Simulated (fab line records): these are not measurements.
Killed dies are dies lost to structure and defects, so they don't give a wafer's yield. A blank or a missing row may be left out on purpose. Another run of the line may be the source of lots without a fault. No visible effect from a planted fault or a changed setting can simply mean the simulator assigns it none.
Struck lot and sound lot, side by side ; flow sky130 ; 14 steps out of a route of 708
Sound: wafers L482.1, L482.2, L482.4. The struck wafers were L490.1, L490.2, L490.6. The cause is named last.
Order at every step that has rows: each side's tool, ch and its chambers, its first start. Under that, the readings that differ: sound wafers ; struck wafers ; difference of the means ; sigmas: that difference in standard deviations of wafers without a fault.
alike: readings whose means differ by less than 2 such deviations, and words and numbers that are the same on both sides. not compared: withheld readings, readings that some wafer has no value for, bounds like >300 that may hide the same value, and numbers for which the record gives no deviation and whose values overlap.
The two part at a step that has a row with sigmas, a row that says differs or no value, or rows on one side only. When numbers do not overlap yet have no deviation, they are printed without sigmas and do not part them. A reading missing from all wafers of one side parts the sides only when that side holds two or more wafers.

first, 3 steps without rows for these wafers: SKY_VT_ADJUST_HVTR_EXPOSE_04 (exposes mask HVTRM, target cd 380 nm); SKY_VT_ADJUST_HVTR_PEB_05; SKY_VT_ADJUST_HVTR_DEVELOP_06 (develop time 60 s).
SKY_VT_ADJUST_HVTR_CD_MEAS_07 targets a cd of 380 nm.
  struck on cd sem-02, day 13 01:05; sound on cd sem-02, day 10 18:23
  alike: cd nm
SKY_VT_ADJUST_HVTR_OVL_MEAS_08:
  struck on overlay-01, day 13 01:13; sound on overlay-02, day 10 18:30
  alike: VT_ADJUST_HVTR_OVL
following that, these wafers have no rows for 1 step: SKY_VT_ADJUST_HVTR_IMPLANT_09.
SKY_VT_ADJUST_HVTR_STRIP_10: strips in O2/N2.
  sound on plasma asher-01 ch 0,1, day 10 18:41; struck on plasma asher-01 ch 0,1, day 13 01:24
  alike: drypump motor current A, oes product au, strip time to endpoint s
  not compared: rf hours counter h
SKY_VT_ADJUST_HVTR_TW_MEAS_11:
  struck on film metro-01, day 13 01:30; sound on film metro-04, day 10 18:47
  alike: VT_ADJUST_HVTR_TW
then, 4 steps without rows for these wafers: SKY_VT_ADJUST_PCH_DEHYDRATE_00 (time 60 s); SKY_VT_ADJUST_PCH_HMDS_01 (prime time 60 s); SKY_VT_ADJUST_PCH_COAT_02 (resist thk 3000 nm); SKY_VT_ADJUST_PCH_SOFTBAKE_03.
SKY_VT_ADJUST_PCH_EXPOSE_04: exposes mask NWM, target cd 840 nm.
  sound on iline stepper-02 ch 0, day 11 06:52; struck on iline stepper-01, day 13 14:22
  no value came back on the struck wafers for exposure dose mJ cm2, focus offset nm (nm); on the sound wafers exposure dose mJ cm2 reads 255.30 254.74 254.83
  alike: mask
following that, these wafers have no rows for 1 step: SKY_VT_ADJUST_PCH_PEB_05.

WHERE THEY PART
Within this record, at SKY_VT_ADJUST_PCH_EXPOSE_04 only.

WHY: the cause the simulator had injected
Whole step skipped at SKY_VT_ADJUST_PCH_EXPOSE_04 on iline stepper-01, starting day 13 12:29. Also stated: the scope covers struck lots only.
